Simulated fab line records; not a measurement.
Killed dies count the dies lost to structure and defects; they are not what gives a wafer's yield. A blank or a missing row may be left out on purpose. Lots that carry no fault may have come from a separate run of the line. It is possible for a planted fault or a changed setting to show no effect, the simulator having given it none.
Check of tool commonality    flow gf180mcu    Sampled: 13 lots, 39 wafers

## THE REASON FOR OPENING IT
At GF_V5_CD_MEAS_14 the reading cd_nm is flagged on 2 of 13 lots. Fault-free wafers read 260.1 nm, with a standard deviation of 1.4.
Rule: flag the lot when none of its wafers has a number, or when each of its wafers that has one lies beyond 4 standard deviations from that mean. The other lots count as sound.

lot   measured      on         cd_nm (nm), wafer by wafer  flag
L279  day 27 04:57  cd_sem-01  258.8 258.4 258.7           
L280  day 27 15:58  cd_sem-01  259.2 260.8 259.0           
L281  day 27 21:36  cd_sem-02  260.5 260.4 260.7           
L282  day 28 05:59  cd_sem-01  257.8 258.3 259.0           
L283  day 28 08:29  cd_sem-02  257.5 257.0 257.1           
L285  day 29 02:48  cd_sem-01  258.9 260.3 259.3           
L286  day 29 06:22  cd_sem-01  261.2 260.2 260.2           
L284  day 29 09:15  cd_sem-01  261.9 261.8 260.9           
L293  day 31 12:38  cd_sem-02  268.0 267.3 267.6           FLAGGED
L295  day 31 22:08  cd_sem-02  267.4 266.8 266.9           FLAGGED
L301  day 33 07:41  cd_sem-02  261.4 260.8 262.5           
L302  day 33 17:18  cd_sem-01  262.2 261.3 261.4           
L296  day 34 06:20  cd_sem-01  258.3 259.3 258.5           
The mean of the flagged lots' numbers is 267.3 nm, +7.2 nm from the usual (+5 standard deviations).

## WHICH TOOL RAN EACH LOT
The record keeps 1 process step preceding the reading, out of 602 steps on the route. In each cell: the tool, then ch and the chambers that the sampled wafers went through, then the start.
lot   flag     GF_V5_PEB_12
L279           litho_track-03 ch 0, day 27 04:36
L280           litho_track-04 ch 0, day 27 15:39
L281           litho_track-03 ch 0, day 27 21:15
L282           litho_track-02 ch 0, day 28 05:38
L283           litho_track-02 ch 0, day 28 08:08
L285           litho_track-03 ch 0, day 29 02:27
L286           litho_track-02 ch 0, day 29 06:01
L284           litho_track-03 ch 0, day 29 08:54
L293  FLAGGED  litho_track-04 ch 0, day 31 12:17
L295  FLAGGED  litho_track-04 ch 0, day 31 21:47
L301           litho_track-02 ch 0, day 33 07:20
L302           litho_track-03 ch 0, day 33 16:57
L296           litho_track-02 ch 0, day 34 05:59
What these steps do:
- GF_V5_PEB_12: peb time 86.29 s.
- GF_V5_CD_MEAS_14: target cd 260 nm.

## FLAGGED AGAINST TOTAL, ONE TOOL AT A TIME (gauges that did the reading follow at the end)
step              tool            lots run  flagged  share of the flagged lots  sound lots run after its first flagged lot
GF_V5_PEB_12      litho_track-02  5         0        none                       -
GF_V5_PEB_12      litho_track-03  5         0        none                       -
GF_V5_PEB_12      litho_track-04  3         2        all                        0
GF_V5_CD_MEAS_14  cd_sem-01       8         0        none                       -
GF_V5_CD_MEAS_14  cd_sem-02       5         2        all                        1 (L301)

## WHAT THE TABLE PERMITS
In 2 table rows, all flagged lots were run: litho_track-04 (GF_V5_PEB_12), cd_sem-02 (GF_V5_CD_MEAS_14).
- litho_track-04 at GF_V5_PEB_12: 2 of its 3 lots flagged. Last sound lot L280 at day 27 15:39, first flagged lot L293 at day 31 12:17; a fault beginning in between fits. Its own readings (heater_power_total_W, plate_temp_C) fall more than 4 standard deviations out on all wafers of the flagged lots.
- cd_sem-02 at GF_V5_CD_MEAS_14: 2 of its 5 lots flagged. Sound lots ran on it after the first flagged one (L301), which a lasting fault on the whole tool wouldn't allow.
Left over: one tool, litho_track-04 at GF_V5_PEB_12.

## WHAT THE SIMULATOR HAD INSERTED
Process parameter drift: litho_track-04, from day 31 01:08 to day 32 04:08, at GF_V5_PEB_12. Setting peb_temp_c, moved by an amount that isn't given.
Lots struck among those shown: L293, L295. This agrees with what the rule above found.
